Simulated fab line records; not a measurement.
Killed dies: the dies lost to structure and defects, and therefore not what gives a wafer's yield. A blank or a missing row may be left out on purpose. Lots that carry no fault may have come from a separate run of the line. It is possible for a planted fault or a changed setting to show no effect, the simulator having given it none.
A struck lot beside a sound one | flow sky130 | 32 out of 708 route steps
Sound: wafers L817.2, L817.4, L817.5. Wafers struck: L821.4, L821.5, L821.6. At the end, the cause is stated.
At each step with rows: each side's tool, then ch and its chambers, then its first start. Under that, the readings that differ: sound wafers | struck wafers | difference of the means | sigmas: that difference in standard deviations of wafers without a fault.
alike: readings whose means differ by less than 2 such deviations, and words and numbers that are the same on both sides. not compared: withheld readings, readings that some wafer has no value for, bounds like >300 that may hide the same value, and numbers for which the record gives no deviation and whose values overlap.
The two part at a step that has a row with sigmas, a row that says differs or no value, or rows on one side only. Numbers that have no deviation but don't overlap get no sigmas and don't part them. A reading that every wafer of one side lacks parts them only if that side has two wafers or more.

first, 4 steps without rows for these wafers: SKY_CONTACT_STRIP_20 (strips in post etch residue remover, time 1200 s); SKY_CONTACT_CLEAN_21 (cleans in IPA, time 180 s); SKY_CONTACT_CLEAN_22 (cleans in O3/DIW); SKY_CONTACT_SPUTTER_23 (material TiN, target thk 20 nm, time 80 s).
SKY_CONTACT_CVD_24: deposits W, target thk 340 nm, time 102.12 s.
  sound on cvd-w-02 ch 0,1, day 32 00:13; struck on cvd-w-01 ch 0,1, day 33 07:44
  alike: chamber-pressure-Torr, heater-power-w
SKY_CONTACT_RS_MEAS_25: uses a four-point probe to measure.
  sound on film-metro-04 at day 32 00:21; struck on film-metro-01 at day 33 07:52
  alike: CONTACT_W_RS
SKY_CONTACT_THK_MEAS_26: measures by xrf.
  sound on film-metro-04 at day 32 00:28; struck on film-metro-01 at day 33 07:58
  alike: CONTACT_W_THK
then, 1 step without rows for these wafers: SKY_CONTACT_CMP_27 (polishes, stops on SiO2, t overpolish 15 s, target thk 0 nm).
SKY_METAL1_SPUTTER_00: material Ti, target thk 15 nm, time 10 s.
  sound on pvd-sputter-01 at day 32 00:50; struck on pvd-sputter-01 at day 33 08:17
  alike: cathode-dc-power-W, throttle-valve-pct
SKY_METAL1_SPUTTER_01: material TiN, target thk 20 nm, time 16.7 s.
  sound on pvd-sputter-01 at day 32 00:52; struck on pvd-sputter-01 at day 33 08:20
  alike: cathode-dc-power-W, throttle-valve-pct
SKY_METAL1_SPUTTER_02: material AlCu, target thk 250 nm, time 13.3 s.
  sound on pvd-sputter-01 at day 32 00:53; struck on pvd-sputter-01 at day 33 08:23
  alike: cathode-dc-power-W, throttle-valve-pct
then, 1 step without rows for these wafers: SKY_METAL1_SPUTTER_03 (material Ti, target thk 5 nm, time 3.3 s).
SKY_METAL1_SPUTTER_04: material TiN, target thk 70 nm, time 58.3 s.
  sound on pvd-sputter-01 at day 32 00:56; struck on pvd-sputter-01 at day 33 08:28
  reading                                    | sound            | struck            | difference | sigmas
  model.TiN_of_METAL1_SPUTTER_04.thk-nm (nm) | 69.71 68.49 69.3 | 97.87 98.46 97.68 | +28.84     |
  alike: cathode-dc-power-W, throttle-valve-pct
SKY_METAL1_RS_MEAS_05: uses a four-point probe to measure.
  sound on film-metro-03 at day 32 01:00; struck on film-metro-02 at day 33 08:38
  alike: METAL1_ALCU_RS
SKY_METAL1_THK_MEAS_06: measures by xrf.
  sound on film-metro-03 at day 32 01:07; struck on film-metro-02 at day 33 08:43
  reading              | sound       | struck      | difference | sigmas
  METAL1_ALCU_THK (nm) | 250 247 255 | 231 232 232 | -19        | -6
then, 8 steps without rows for these wafers: SKY_METAL1_DEHYDRATE_07 (time 60 s); SKY_METAL1_HMDS_08 (prime time 60 s); SKY_METAL1_COAT_09 (resist thk 60 nm); SKY_METAL1_COAT_10 (resist thk 450 nm); SKY_METAL1_SOFTBAKE_11 (time 90 s); SKY_METAL1_EXPOSE_12 (exposes mask MM1, target cd 140 nm); SKY_METAL1_PEB_13; SKY_METAL1_DEVELOP_14 (develop time 60 s).
SKY_METAL1_CD_MEAS_15: target cd 140 nm.
  sound on cd-sem-02 at day 33 03:35; struck on cd-sem-01 at day 34 11:04
  alike: cd-nm
SKY_METAL1_OVL_MEAS_16:
  sound on overlay-01 at day 33 03:41; struck on overlay-02 at day 34 11:08
  alike: METAL1_OVL
then, 2 steps without rows for these wafers: SKY_METAL1_DESCUM_17 (chemistry O2, time 8 s); SKY_METAL1_ETCH_18 (etches BARC in N2/H2, stops on SiO2, time 45.9 s, target depth 60 nm).
SKY_METAL1_METAL_ETCH_19: etches the open film in Cl2/BCl3, stops on SiO2, target depth 360 nm, time 78 s.
  sound on rie-metal-03 ch 0, day 33 03:56; struck on rie-metal-01 ch 0,1, day 34 11:17
  reading                     | sound             | struck            | difference | sigmas
  drypump-motor-current-A (A) | 5.0 5.1 5.1       | 5.7 6.1 5.6       | +0.7       | +2
  oes-product-au (a.u.)       | 0.849 0.859 0.859 | 0.843 0.840 0.843 | -0.014     | -2
  alike: throttle-valve-pct
  not compared: rf-hours-counter-h
then, 1 step without rows for these wafers: SKY_METAL1_STRIP_20 (strips in O2/N2).
SKY_METAL1_STRIP_21: strips in post etch residue remover, time 1200 s.
  sound on wet-bench-01 ch 0, day 33 04:11; struck on wet-bench-04 ch 2, day 34 11:27
  reading                                    | sound             | struck            | difference | sigmas
  model.TiN_of_METAL1_SPUTTER_04.thk-nm (nm) | 69.29 68.06 68.88 | 97.46 98.04 97.27 | +28.85     |
then, 1 step without rows for these wafers: SKY_METAL1_CLEAN_22 (cleans in IPA, time 180 s).
-- the record jumps here: 12 days lie between the struck wafers' starts before and after (it left off in module METAL1 and takes up again in module PAD_OPEN, whose first step shown is number 708 of the route) --
SKY_PAD_OPEN_PROBE_99:
  sound on prober-02 at day 45 20:58; struck on prober-02 at day 46 20:49
  reading                       | sound             | struck            | difference | sigmas
  model.etest.via1-chain.rc-ohm | 16.94 16.57 16.58 | 18.84 18.28 18.31 | +1.78      |
  alike: defect-limited-yield, killed_at_M0_to_M3, killed_at_M4_up, killed-at-contacts, killed-at-front-end, killed-at-other, killed-dies, killed-on-rim, killed-open, killed-short, sort_bin_3_pad_short, sort_bin_5_function, sort_bin_6_memory, sort-n-pass, sort-yield-pct

WHERE THEY PART
Last at SKY_METAL1_METAL_ETCH_19 as far as this record goes, first at SKY_METAL1_THK_MEAS_06. Later steps at which nothing parts them and some readings are alike: SKY_PAD_OPEN_PROBE_99.

WHY: what the simulator had put in
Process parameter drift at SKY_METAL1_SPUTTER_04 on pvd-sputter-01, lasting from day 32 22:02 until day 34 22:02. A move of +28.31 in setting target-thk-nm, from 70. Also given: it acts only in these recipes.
